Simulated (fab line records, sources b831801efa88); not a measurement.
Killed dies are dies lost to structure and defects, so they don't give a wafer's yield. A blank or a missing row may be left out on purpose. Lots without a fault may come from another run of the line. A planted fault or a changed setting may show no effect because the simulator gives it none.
Tool commonality check | flow gf180mcu | 13 lots, 39 wafers sampled

WHY IT WAS OPENED
At GF_LVPWELL_TW_MEAS_11 the reading LVPWELL_TW is flagged on 2 of 13 lots. Wafers without a fault read 559, standard deviation 7.7.
Rule: a lot is flagged when every wafer of it that has a number lies more than 4 standard deviations from that mean, or none has a number. The other lots count as sound.

lot  | measured    | on            | LVPWELL_TW, wafer by wafer | flag
L119 | day 3 20:25 | film_metro-04 | 559 561 561                |
L121 | day 4 08:20 | film_metro-03 | 548 549 552                |
L122 | day 4 13:02 | film_metro-04 | 565 562 562                |
L123 | day 4 18:08 | film_metro-04 | 563 560 564                |
L124 | day 5 01:46 | film_metro-04 | 564 562 563                |
L125 | day 5 06:25 | film_metro-02 | 563 564 560                |
L129 | day 6 06:23 | film_metro-02 | 568 565 566                |
L132 | day 7 04:43 | film_metro-03 | 549 549 547                |
L133 | day 7 07:40 | film_metro-03 | 515 518 517                | FLAGGED
L135 | day 7 16:53 | film_metro-03 | 515 519 520                | FLAGGED
L136 | day 7 22:26 | film_metro-04 | 562 563 563                |
L137 | day 8 09:11 | film_metro-04 | 562 562 564                |
L139 | day 8 18:41 | film_metro-02 | 567 563 565                |
The numbers of the flagged lots are 517 on average: -42 against the usual, or -5 standard deviations.

WHICH TOOL RAN EACH LOT
The record holds 1 process step before the reading, out of a route of 602 steps. In each cell: the tool, then ch and the chambers that the sampled wafers went through, then the start.
lot  | flag    | GF_LVPWELL_IMPLANT_09
L119 |         | implanter-04 ch 0, day 3 20:12
L121 |         | implanter-02 ch 0, day 4 08:05
L122 |         | implanter-02 ch 0, day 4 12:47
L123 |         | implanter-04 ch 0, day 4 17:55
L124 |         | implanter-02 ch 0, day 5 01:31
L125 |         | implanter-02 ch 0, day 5 06:10
L129 |         | implanter-03 ch 0, day 6 06:10
L132 |         | implanter-03 ch 0, day 7 04:28
L133 | FLAGGED | implanter-02 ch 0, day 7 07:25
L135 | FLAGGED | implanter-02 ch 0, day 7 16:39
L136 |         | implanter-03 ch 0, day 7 22:13
L137 |         | implanter-04 ch 0, day 8 08:58
L139 |         | implanter-03 ch 0, day 8 18:26
What these steps do:
- GF_LVPWELL_IMPLANT_09
- GF_LVPWELL_TW_MEAS_11

FLAGGED OVER TOTAL, TOOL BY TOOL (the gauges that took the reading come last)
step                  | tool          | lots run | flagged | share of the flagged lots | sound lots run after its first flagged lot
GF_LVPWELL_IMPLANT_09 | implanter-02  | 6        | 2       | all                       | 0
GF_LVPWELL_IMPLANT_09 | implanter-03  | 4        | 0       | none                      | -
GF_LVPWELL_IMPLANT_09 | implanter-04  | 3        | 0       | none                      | -
GF_LVPWELL_TW_MEAS_11 | film_metro-02 | 3        | 0       | none                      | -
GF_LVPWELL_TW_MEAS_11 | film_metro-03 | 4        | 2       | all                       | 0
GF_LVPWELL_TW_MEAS_11 | film_metro-04 | 6        | 0       | none                      | -

WHAT THE TABLE ALLOWS
2 rows of the table ran every flagged lot: implanter-02 at GF_LVPWELL_IMPLANT_09, film_metro-03 at GF_LVPWELL_TW_MEAS_11.
- implanter-02 at GF_LVPWELL_IMPLANT_09: 2 of its 6 lots flagged. Its last sound lot is L125 (day 5 06:10), its first flagged lot L133 (day 7 07:25): a fault that began between those two fits. Its own readings lie more than 4 standard deviations out on every wafer of the flagged lots: dose_ions_cm2, faraday_current_uA.
- film_metro-03 at GF_LVPWELL_TW_MEAS_11: 2 of its 4 lots flagged. Its last sound lot is L132 (day 7 04:43), its first flagged lot L133 (day 7 07:40): a fault that began between those two fits.
Counting lots can't tell these 2 tools apart, because each fits a fault that began at some hour. More lots, or a look at what each step does to the wafer, might.

WHAT THE SIMULATOR HAD PUT IN
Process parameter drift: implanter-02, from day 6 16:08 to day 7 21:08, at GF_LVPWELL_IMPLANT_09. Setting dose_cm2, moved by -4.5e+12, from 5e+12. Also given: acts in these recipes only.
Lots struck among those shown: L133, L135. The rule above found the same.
